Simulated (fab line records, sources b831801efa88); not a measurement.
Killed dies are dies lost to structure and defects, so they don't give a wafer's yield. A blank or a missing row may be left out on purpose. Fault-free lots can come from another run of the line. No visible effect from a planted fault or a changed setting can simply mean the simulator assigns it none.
Lot-split experiment :: flow sfq_line :: 23 wafers read across 5 lots, on a route 325 steps long

## ON THE SPLIT
At SFQ_TRILAYER_I6_VIA_LITHO_COAT_169 (resist thk 650 nm), the setting spin_rpm was moved away from the recipe's 3000 rpm on 5 of the 23 wafers read, by -5.0% to -3.9%. For the rest of the wafers, this setting stayed at what the recipe calls for.

## FROM THE SPLIT ON TO THE READING: in between, the file shows 1 step
- SFQ_TRILAYER_I6_VIA_BARC_OPEN_VIA_ETCH_235: etches BARC in O2, target depth 125 nm, time 41.7 s (also split here: bias_w)

## THE READING
KrF_of_TRILAYER_I6_VIA_LITHO_COAT_169.thk_nm (the simulator's own value, which no gauge read), in nm, at SFQ_TRILAYER_I6_VIA_ETCH_VIA_ETCH_172 (etches SiO2 in CHF3, stops on Nb, target depth 260 nm). The file gives no usual value for it. Average 529.6 nm, standard deviation 2.2 nm, over the 18 wafers here run with the recipe.

wafer: L074.1
tool, chamber at the split: litho_track-04, 0
spin_rpm as run, rpm: 3000
against the recipe: recipe
KrF_of_TRILAYER_I6_VIA_LITHO_COAT_169.thk_nm, nm: 526.7
against lot-mates on the recipe: -

wafer: L074.2
tool, chamber at the split: litho_track-04, 0
spin_rpm as run, rpm: 3000
against the recipe: recipe
KrF_of_TRILAYER_I6_VIA_LITHO_COAT_169.thk_nm, nm: 528.6
against lot-mates on the recipe: -

wafer: L074.4
tool, chamber at the split: litho_track-04, 0
spin_rpm as run, rpm: 2849
against the recipe: -5.0%
KrF_of_TRILAYER_I6_VIA_LITHO_COAT_169.thk_nm, nm: 543.7
against lot-mates on the recipe: +16.1

wafer: L074.5
tool, chamber at the split: litho_track-04, 0
spin_rpm as run, rpm: 2849
against the recipe: -5.0%
KrF_of_TRILAYER_I6_VIA_LITHO_COAT_169.thk_nm, nm: 545.8
against lot-mates on the recipe: +18.2

wafer: L074.6
tool, chamber at the split: litho_track-04, 0
spin_rpm as run, rpm: 3000
against the recipe: recipe
KrF_of_TRILAYER_I6_VIA_LITHO_COAT_169.thk_nm, nm: 527.4
against lot-mates on the recipe: -

wafer: L075.1
tool, chamber at the split: litho_track-01, 0
spin_rpm as run, rpm: 3000
against the recipe: recipe
KrF_of_TRILAYER_I6_VIA_LITHO_COAT_169.thk_nm, nm: 526.9
against lot-mates on the recipe: -

wafer: L075.2
tool, chamber at the split: litho_track-01, 0
spin_rpm as run, rpm: 3000
against the recipe: recipe
KrF_of_TRILAYER_I6_VIA_LITHO_COAT_169.thk_nm, nm: 531.6
against lot-mates on the recipe: -

wafer: L075.3
tool, chamber at the split: litho_track-01, 0
spin_rpm as run, rpm: 3000
against the recipe: recipe
KrF_of_TRILAYER_I6_VIA_LITHO_COAT_169.thk_nm, nm: 531.2
against lot-mates on the recipe: -

wafer: L075.4
tool, chamber at the split: litho_track-01, 0
spin_rpm as run, rpm: 3000
against the recipe: recipe
KrF_of_TRILAYER_I6_VIA_LITHO_COAT_169.thk_nm, nm: 533.9
against lot-mates on the recipe: -

wafer: L075.6
tool, chamber at the split: litho_track-01, 0
spin_rpm as run, rpm: 3000
against the recipe: recipe
KrF_of_TRILAYER_I6_VIA_LITHO_COAT_169.thk_nm, nm: 532.3
against lot-mates on the recipe: -

wafer: L080.1
tool, chamber at the split: litho_track-02, 0
spin_rpm as run, rpm: 3000
against the recipe: recipe
KrF_of_TRILAYER_I6_VIA_LITHO_COAT_169.thk_nm, nm: 530.6
against lot-mates on the recipe: -

wafer: L080.2
tool, chamber at the split: litho_track-02, 0
spin_rpm as run, rpm: 3000
against the recipe: recipe
KrF_of_TRILAYER_I6_VIA_LITHO_COAT_169.thk_nm, nm: 530.2
against lot-mates on the recipe: -

wafer: L080.4
tool, chamber at the split: litho_track-02, 0
spin_rpm as run, rpm: 3000
against the recipe: recipe
KrF_of_TRILAYER_I6_VIA_LITHO_COAT_169.thk_nm, nm: 531.8
against lot-mates on the recipe: -

wafer: L080.6
tool, chamber at the split: litho_track-02, 0
spin_rpm as run, rpm: 3000
against the recipe: recipe
KrF_of_TRILAYER_I6_VIA_LITHO_COAT_169.thk_nm, nm: 531.8
against lot-mates on the recipe: -

wafer: L080.5
tool, chamber at the split: litho_track-02, 0
spin_rpm as run, rpm: 3000
against the recipe: recipe
KrF_of_TRILAYER_I6_VIA_LITHO_COAT_169.thk_nm, nm: 531.4
against lot-mates on the recipe: -

wafer: L083.3
tool, chamber at the split: litho_track-04, 0
spin_rpm as run, rpm: 3000
against the recipe: recipe
KrF_of_TRILAYER_I6_VIA_LITHO_COAT_169.thk_nm, nm: 527.3
against lot-mates on the recipe: -

wafer: L083.4
tool, chamber at the split: litho_track-04, 0
spin_rpm as run, rpm: 3000
against the recipe: recipe
KrF_of_TRILAYER_I6_VIA_LITHO_COAT_169.thk_nm, nm: 527
against lot-mates on the recipe: -

wafer: L083.6
tool, chamber at the split: litho_track-04, 0
spin_rpm as run, rpm: 3000
against the recipe: recipe
KrF_of_TRILAYER_I6_VIA_LITHO_COAT_169.thk_nm, nm: 528.8
against lot-mates on the recipe: -

wafer: L085.2
tool, chamber at the split: litho_track-04, 0
spin_rpm as run, rpm: 2884
against the recipe: -3.9%
KrF_of_TRILAYER_I6_VIA_LITHO_COAT_169.thk_nm, nm: 541.6
against lot-mates on the recipe: +14.0

wafer: L085.3
tool, chamber at the split: litho_track-04, 0
spin_rpm as run, rpm: 2884
against the recipe: -3.9%
KrF_of_TRILAYER_I6_VIA_LITHO_COAT_169.thk_nm, nm: 542.3
against lot-mates on the recipe: +14.6

wafer: L085.4
tool, chamber at the split: litho_track-04, 0
spin_rpm as run, rpm: 3000
against the recipe: recipe
KrF_of_TRILAYER_I6_VIA_LITHO_COAT_169.thk_nm, nm: 528
against lot-mates on the recipe: -

wafer: L085.5
tool, chamber at the split: litho_track-04, 0
spin_rpm as run, rpm: 2884
against the recipe: -3.9%
KrF_of_TRILAYER_I6_VIA_LITHO_COAT_169.thk_nm, nm: 543
against lot-mates on the recipe: +15.4

wafer: L085.6
tool, chamber at the split: litho_track-04, 0
spin_rpm as run, rpm: 3000
against the recipe: recipe
KrF_of_TRILAYER_I6_VIA_LITHO_COAT_169.thk_nm, nm: 527.3
against lot-mates on the recipe: -

FIT RESULTS
A straight line over all 23 wafers: KrF_of_TRILAYER_I6_VIA_LITHO_COAT_169.thk_nm changes by -3.13 nm for each +1% of spin_rpm; r = -0.94; the points scatter about the line by 2.1 nm.
The same after taking each lot's own level away (the mean of its wafers on the recipe; 23 wafers): -3.58 nm for each +1%; r = -0.98; scatter 1.4 nm.
The reading moves by 18 nm for the largest change in spin_rpm, on that fit.
The lots' own levels span 527.57 to 531.18 nm, that is 1.6 times the standard deviation above.
Thus the slope moves with the lot-to-lot level: the two fits are different.
Check: for one of the wafers moved furthest among these (-5.0%), held out of the fit, the line's prediction against its lot-mates is +18.8 nm. Against them it came out at +16.1 nm.

## OTHER SPLITS APPLIED TO THESE WAFERS
Before the reading, these wafers also passed through other splits. Each is held against what the fit with the lots' levels taken away leaves over:
other split on the same wafers: SFQ_TRILAYER_A5C_DEP_PECVD_142 time_s
wafers away from the commonest value: 12
r with KrF_of_TRILAYER_I6_VIA_LITHO_COAT_169.thk_nm (lot level and that fit taken away): +0.33

other split on the same wafers: SFQ_TRILAYER_I5_ETCH_VIA_ETCH_147 bias_w
wafers away from the commonest value: 10
r with KrF_of_TRILAYER_I6_VIA_LITHO_COAT_169.thk_nm (lot level and that fit taken away): +0.09

other split on the same wafers: SFQ_TRILAYER_C5_BARC_OPEN_VIA_ETCH_210 source_w
wafers away from the commonest value: 5
r with KrF_of_TRILAYER_I6_VIA_LITHO_COAT_169.thk_nm (lot level and that fit taken away): -0.37

other split on the same wafers: SFQ_TRILAYER_M6_LITHO_COAT_159 spin_rpm
wafers away from the commonest value: 8
r with KrF_of_TRILAYER_I6_VIA_LITHO_COAT_169.thk_nm (lot level and that fit taken away): +0.23

other split on the same wafers: SFQ_TRILAYER_I6_DEP_PECVD_165 time_s
wafers away from the commonest value: 11
r with KrF_of_TRILAYER_I6_VIA_LITHO_COAT_169.thk_nm (lot level and that fit taken away): -0.02

other split on the same wafers: SFQ_TRILAYER_I6_VIA_BARC_OPEN_VIA_ETCH_235 bias_w
wafers away from the commonest value: 4
r with KrF_of_TRILAYER_I6_VIA_LITHO_COAT_169.thk_nm (lot level and that fit taken away): -0.50

## THE WHOLE CHAIN: every reading that the file lists as answering this split, in the file's order
step: SFQ_TRILAYER_I6_VIA_LITHO_COAT_169
what it does: resist thk 650 nm
reading: KrF_of_TRILAYER_I6_VIA_LITHO_COAT_169.thk_nm (the simulator's own value, which no gauge read)
change (the file's fit): -3.41 nm for each +1% of the setting
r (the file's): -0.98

step: SFQ_TRILAYER_I6_VIA_BARC_OPEN_VIA_ETCH_235
what it does: etches BARC in O2, target depth 125 nm, time 41.7 s
reading: KrF_of_TRILAYER_I6_VIA_LITHO_COAT_169.thk_nm (the simulator's own value, which no gauge read)
change (the file's fit): -3.49 nm for each +1% of the setting
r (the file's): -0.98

step: SFQ_TRILAYER_I6_VIA_ETCH_VIA_ETCH_172
what it does: etches SiO2 in CHF3, stops on Nb, target depth 260 nm
reading: KrF_of_TRILAYER_I6_VIA_LITHO_COAT_169.thk_nm (the simulator's own value, which no gauge read)
change (the file's fit): -3.56 nm for each +1% of the setting
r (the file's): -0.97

## THE FILE'S OWN FIT
KrF_of_TRILAYER_I6_VIA_LITHO_COAT_169.thk_nm changes by -3.56 nm for each +1% of spin_rpm, r = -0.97.
